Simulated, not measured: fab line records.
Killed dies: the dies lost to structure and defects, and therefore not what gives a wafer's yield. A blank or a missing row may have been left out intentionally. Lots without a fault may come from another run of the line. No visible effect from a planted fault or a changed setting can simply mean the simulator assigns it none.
Which tool was responsible?	flow sfq-line	13 lots with 39 wafers sampled at 6 steps, on a route of 325 steps

== WHAT THE GAUGES READ, wafer by wafer ==
SFQ_M8_OVL_MEAS_948.
lot	measured	on	M8_OVL (nm)
L397	day 86 23:02	overlay-02	2 -5 -5
L398	day 87 06:14	overlay-02	-3 -1 -2
L399	day 87 07:26	overlay-02	-3 -3 -1
L401	day 91 08:13	overlay-02	-15 -4 -15
L403	day 92 00:13	overlay-02	8 1 -4
L404	day 92 12:14	overlay-01	1 -2 -3
L405	day 92 14:38	overlay-02	-3 -7 -6
L406	day 92 18:16	overlay-02	-5 -5 5
L408	day 93 02:38	overlay-02	-4 0 0
L410	day 93 12:14	overlay-02	-4 -6 3
L417	day 96 22:23	overlay-01	-4 -10 -2
L418	day 97 20:26	overlay-02	-10 -7 -13
L420	day 98 01:14	overlay-02	-8 3 -1

== WHAT TOOL EACH LOT RAN ON (gives the tool, then ch and the chambers of the sampled wafers, and finally the start) ==
lot	SFQ_TRILAYER_I0_CMP_CMP_028	SFQ_TRILAYER_I0_METRO_MEASURE_029	SFQ_TRILAYER_I0_VIA_ETCH_VIA_ETCH_034	SFQ_TRILAYER_I5_ETCH_VIA_ETCH_147	SFQ_TRILAYER_I6_METRO_MEASURE_167
L397	cmp-02 ch 0,1,2, day 14 02:52	film-metro-02, day 14 05:59	rie-diel-01 ch 0,1, day 20 01:44	rie-diel-02 ch 0,3, day 76 14:19	film-metro-03, day 77 22:50
L398	cmp-01 ch 1,2,3, day 14 08:40	film-metro-03, day 14 10:47	rie-diel-01 ch 0,1,2, day 20 08:56	rie-diel-03 ch 0,2,3, day 76 15:31	film-metro-01, day 78 01:50
L399	cmp-02 ch 0,1, day 14 14:48	film-metro-03, day 14 17:25	rie-diel-01 ch 1,2, day 20 17:20	rie-diel-01 ch 0,1,3, day 76 16:43	film-metro-01, day 78 04:50
L401	cmp-01 ch 0,3, day 15 07:50	film-metro-04, day 15 11:22	rie-diel-01 ch 0,1,3, day 21 10:16	rie-diel-02 ch 0,2, day 76 21:31	film-metro-01, day 78 13:13
L403	cmp-01 ch 1,2, day 15 20:07	film-metro-04, day 15 23:14	rie-diel-03 ch 2,3, day 22 05:28	rie-diel-01 ch 0,1,2, day 77 17:14	film-metro-03, day 79 00:49
L404	cmp-02 ch 1,2,3, day 16 15:35	film-metro-02, day 16 19:06	rie-diel-01 ch 0,2, day 23 01:52	rie-diel-02 ch 0,1, day 78 11:32	film-metro-03, day 79 07:13
L405	cmp-02 ch 1,3, day 17 05:23	film-metro-03, day 17 08:54	rie-diel-03 ch 0,2,3, day 23 13:41	rie-diel-02 ch 0,3, day 78 15:59	film-metro-01, day 79 09:20
L406	cmp-02 ch 0,1,3, day 17 08:32	film-metro-02, day 17 11:39	rie-diel-01 ch 0,1,3, day 23 23:23	rie-diel-01 ch 0,1,2, day 78 22:00	film-metro-03, day 79 11:56
L408	cmp-02 ch 1,3, day 18 04:37	film-metro-04, day 18 07:38	rie-diel-04 ch 1,3, day 24 21:47	rie-diel-03 ch 1,2, day 79 20:48	film-metro-02, day 80 09:58
L410	cmp-02 ch 0,1, day 19 01:07	film-metro-04, day 19 04:38	rie-diel-04 ch 0,2, day 25 19:10	rie-diel-03 ch 0,2,3, day 80 01:15	film-metro-02, day 80 15:21
L417	cmp-01 ch 2,3, day 21 13:58	film-metro-03, day 21 17:29	rie-diel-03 ch 0,1,2, day 28 16:49	rie-diel-03 ch 0,2,3, day 81 23:12	film-metro-02, day 85 01:02
L418	cmp-01 ch 0,2,3, day 21 19:58	film-metro-04, day 21 23:17	rie-diel-03 ch 0,1,2, day 29 00:01	rie-diel-02 ch 0,1,3, day 82 00:24	film-metro-03, day 86 10:56
L420	cmp-02 ch 1,2, day 22 08:54	film-metro-03, day 22 11:31	rie-diel-03 ch 1,2,3, day 29 12:01	rie-diel-02 ch 2,3, day 85 22:52	film-metro-02, day 86 14:14
- SFQ_TRILAYER_I0_CMP_CMP_028: polishes SiO2.
- SFQ_TRILAYER_I0_METRO_MEASURE_029
- SFQ_TRILAYER_I0_VIA_ETCH_VIA_ETCH_034: etches SiO2 in CHF3, stops on Nb, target depth 260 nm.
- SFQ_TRILAYER_I5_ETCH_VIA_ETCH_147: etches the open film in CHF3, stops on Nb, target depth 360 nm.
- SFQ_TRILAYER_I6_METRO_MEASURE_167

== AS READ BY THE TOOLS THEMSELVES (means over the sampled wafers that have a number; for cases with no such wafer, the mark the record gives instead) ==
SFQ_TRILAYER_I0_CMP_CMP_028.
lot	tool	motor-current-A (A)	time-to-endpoint-s (s)
L397	cmp-02	9.7	222
L398	cmp-01	10.5	210
L399	cmp-02	10.1	224
L401	cmp-01	9.8	221
L403	cmp-01	11.5	219
L404	cmp-02	10.9	224
L405	cmp-02	11.2	213
L406	cmp-02	10.6	213
L408	cmp-02	11.6	211
L410	cmp-02	9.8	198
L417	cmp-01	10.5	212
L418	cmp-01	10.5	207
L420	cmp-02	10.3	217

SFQ_TRILAYER_I0_METRO_MEASURE_029.
lot	tool	thk-nm (nm)
L397	film-metro-02	201.1
L398	film-metro-03	201.2
L399	film-metro-03	202.2
L401	film-metro-04	199.4
L403	film-metro-04	200.4
L404	film-metro-02	200.3
L405	film-metro-03	199.6
L406	film-metro-02	201.2
L408	film-metro-04	199.7
L410	film-metro-04	233.2
L417	film-metro-03	198.1
L418	film-metro-04	198.7
L420	film-metro-03	200.6

SFQ_TRILAYER_I0_VIA_ETCH_VIA_ETCH_034.
lot	tool	drypump-motor-current-A (A)	oes-product-au (a.u.)	rf-fwd-power-W (W)
L397	rie-diel-01	6.3	0.859	496.7
L398	rie-diel-01	6.0	0.858	498.8
L399	rie-diel-01	6.1	0.860	498.4
L401	rie-diel-01	6.1	0.857	498.0
L403	rie-diel-03	5.9	0.855	494.9
L404	rie-diel-01	5.8	0.859	495.1
L405	rie-diel-03	5.6	0.857	498.2
L406	rie-diel-01	6.1	0.859	498.2
L408	rie-diel-04	5.2	0.854	498.5
L410	rie-diel-04	5.9	0.937	497.8
L417	rie-diel-03	6.1	0.851	497.0
L418	rie-diel-03	6.1	0.850	497.3
L420	rie-diel-03	5.9	0.853	497.6

SFQ_TRILAYER_I5_ETCH_VIA_ETCH_147.
lot	tool	drypump-motor-current-A (A)	oes-product-au (a.u.)	rf-fwd-power-W (W)
L397	rie-diel-02	5.5	0.993	499.1
L398	rie-diel-03	5.6	0.988	499.5
L399	rie-diel-01	6.1	0.988	498.2
L401	rie-diel-02	5.8	0.990	498.1
L403	rie-diel-01	6.0	0.988	497.1
L404	rie-diel-02	6.2	0.991	499.1
L405	rie-diel-02	5.8	0.993	499.0
L406	rie-diel-01	6.0	0.985	498.3
L408	rie-diel-03	6.4	0.993	499.0
L410	rie-diel-03	5.6	0.989	499.2
L417	rie-diel-03	5.6	0.986	499.0
L418	rie-diel-02	6.0	0.986	499.8
L420	rie-diel-02	5.6	0.988	496.7

SFQ_TRILAYER_I6_METRO_MEASURE_167.
lot	tool	thk-nm (nm)
L397	film-metro-03	200.3
L398	film-metro-01	199.9
L399	film-metro-01	200.0
L401	film-metro-01	200.4
L403	film-metro-03	200.2
L404	film-metro-03	199.8
L405	film-metro-01	199.2
L406	film-metro-03	200.3
L408	film-metro-02	200.4
L410	film-metro-02	199.6
L417	film-metro-02	199.3
L418	film-metro-03	200.1
L420	film-metro-02	199.2

== THE ANSWER, worked out from the rows above alone ==
Rule: what is usual is taken from the lots themselves. The widest of any qualifying gaps counts: lots, ordered by their means at a reading, are off when they make up no more than a third of the lots, leave a main group of 4 or more, and stand apart from it by 3 or more times the standard deviation of that group's means. A main group is skipped when, at the precision printed for the reading in the tables above, its means are all equal. Also off: a lot with no number at a reading for which 4 or more lots have one. All remaining lots with rows at the step are treated as sound. The gauges are gone through in route order, then the tools' own readings, and for those a lot's mean is taken as printed above. At the first step where some lot is off, the reading lying furthest off is the one used; lots without a number count as furthest.
Off at SFQ_TRILAYER_I0_METRO_MEASURE_029 (thk-nm): L410. For the main group the mean is 200.2 nm and the standard deviation 1.1.
A tool fits if, at that step or a process step before it, it ran every lot that is off, and no sound lot after the first of them. Of those tried, none fits.

== WHAT HAD BEEN PUT IN BY THE SIMULATOR ==
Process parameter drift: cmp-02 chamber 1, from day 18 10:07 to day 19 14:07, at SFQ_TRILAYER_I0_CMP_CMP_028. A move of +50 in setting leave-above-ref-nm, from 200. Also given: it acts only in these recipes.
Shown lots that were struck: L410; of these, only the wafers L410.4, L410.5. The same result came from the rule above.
